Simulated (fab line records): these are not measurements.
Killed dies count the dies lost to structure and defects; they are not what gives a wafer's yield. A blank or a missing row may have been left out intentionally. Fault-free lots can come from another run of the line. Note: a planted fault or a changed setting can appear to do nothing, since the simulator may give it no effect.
Comparing a struck lot with a sound one	flow sky130	15 steps out of a route of 708
Sound: wafers L846.3, L846.4, L846.6. Struck: wafer L853.6. (L853.2 of the same lot was not struck and is left out.) The cause comes at the end.
For every step that has rows: the tool of each side, followed by ch and its chambers, followed by its first start. Under that, the readings that differ: sound wafers	struck wafers	difference of the means	sigmas: that difference in standard deviations of wafers without a fault.
alike: readings with means less than 2 such deviations apart, plus words and numbers identical on both sides. not compared: withheld readings, readings lacking a value on some wafer, bounds such as >300 that could conceal the same value, and numbers that have no deviation in the record and whose values overlap.
A row with sigmas, a row that says differs or no value, or rows on one side alone: a step with any of these is where the two part. Numbers that don't overlap but have no deviation are shown without sigmas and don't part them. A reading that every wafer of one side lacks parts them only if that side has two wafers or more.

first, 4 steps without rows for these wafers: SKY_DNWELL_EXPOSE_04 (exposes mask DNM, target cd 3000 nm); SKY_DNWELL_PEB_05; SKY_DNWELL_DEVELOP_06 (develop time 60 s); SKY_DNWELL_IMPLANT_07.
SKY_DNWELL_STRIP_08: strips in O2/N2.
  sound on plasma_asher-04 ch 0,1, day 3 21:25; struck on plasma_asher-02 ch 1, day 5 08:56
reading	sound	struck	difference	sigmas
strip_time_to_endpoint_s (s)	36.96 36.95 37.00	36.74	-0.23	-2
  alike: chamber_pressure_mTorr, drypump_motor_current_A, oes_product_au
  not compared: rf_hours_counter_h
SKY_DNWELL_TW_MEAS_09:
  struck on film_metro-03, day 5 09:03; sound on film_metro-02, day 3 21:31
reading	sound	struck	difference	sigmas
DNWELL_TW	1101 1098 1092	1126	+29	+3
then, 6 steps without rows for these wafers: SKY_PWDE_DEHYDRATE_00 (time 60 s); SKY_PWDE_HMDS_01 (prime time 60 s); SKY_PWDE_COAT_02 (resist thk 3000 nm); SKY_PWDE_SOFTBAKE_03; SKY_PWDE_EXPOSE_04 (exposes mask PWDEM, target cd 840 nm); SKY_PWDE_PEB_05.
SKY_PWDE_DEVELOP_06: develop time 60 s.
  sound on litho_track-01 ch 0, day 4 13:00; struck on litho_track-01 ch 0, day 6 03:00
  alike: developer_temp_C
SKY_PWDE_OVL_MEAS_07:
  struck on overlay-02, day 6 03:05; sound on overlay-01, day 4 14:06
  not compared: PWDE_OVL
following that, these wafers have no rows for 1 step: SKY_PWDE_IMPLANT_08.

WHERE THEY PART
Last at SKY_DNWELL_TW_MEAS_09 as far as this record goes, first at SKY_DNWELL_STRIP_08. Later steps at which nothing parts them and some readings are alike: SKY_PWDE_DEVELOP_06.

WHY: what the simulator had put in
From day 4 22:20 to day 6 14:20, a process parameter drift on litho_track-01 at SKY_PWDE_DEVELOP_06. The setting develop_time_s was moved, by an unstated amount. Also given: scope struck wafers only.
